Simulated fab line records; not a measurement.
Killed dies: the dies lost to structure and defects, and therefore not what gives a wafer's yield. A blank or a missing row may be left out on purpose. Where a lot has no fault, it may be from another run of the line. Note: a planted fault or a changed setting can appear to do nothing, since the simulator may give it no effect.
Matching of chambers | flow gf180mcu | GF_CONTACT_CVD_00 on hdpcvd-01 has 3 sister chambers
The step deposits SiO2, target thk 300 nm, time 50 s. 5 wafers are shown with their chamber, then 6 later ones without.

## EACH WAFER AND ITS CHAMBER
wafer  | chamber | sih4FlowSccm (sccm)
L792.1 | 0       | 60.09
L792.3 | 2       | 59.97
L792.6 | 1       | 59.98
L794.2 | 1       | 60.20
L794.5 | 2       | 60.17

## WAFERS WITHOUT THEIR CHAMBER
wafer  | sih4FlowSccm (sccm)
L794.6 | 60.17
L795.3 | 60.09
L795.4 | 60.44
L795.6 | 59.94
L796.3 | 59.95
L796.4 | 59.69

## WHICH CHAMBER EACH WENT THROUGH
wafer  | from the rows above          | in truth
L794.6 | can't be placed: 0 or 1 or 2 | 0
L795.3 | can't be placed: 0 or 1 or 2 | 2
L795.4 | can't be placed: 0 or 1 or 2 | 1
L795.6 | can't be placed: 2 or 0 or 1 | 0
L796.3 | can't be placed: 2 or 0 or 1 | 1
L796.4 | can't be placed: 2 or 0 or 1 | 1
Placed correctly: 0 of 6. Can't be placed from these rows: 6 (the true chamber is among the candidates in 6). Wrongly placed: 0.
How it was worked out, from the rows above alone: a wafer's distance from a chamber is the root of the sum, over the readings, of the square of ((its reading less the chamber's mean) divided by the reading's scatter). The wafer belongs to the nearest chamber; if the next one is less than 2 further off, it can't be placed. The mean given for a chamber averages the wafers shown for that chamber. The scatter: take each reading less its chamber's mean, square it, sum over the shown wafers, divide by the number of wafers less the number of chambers, and take the root.
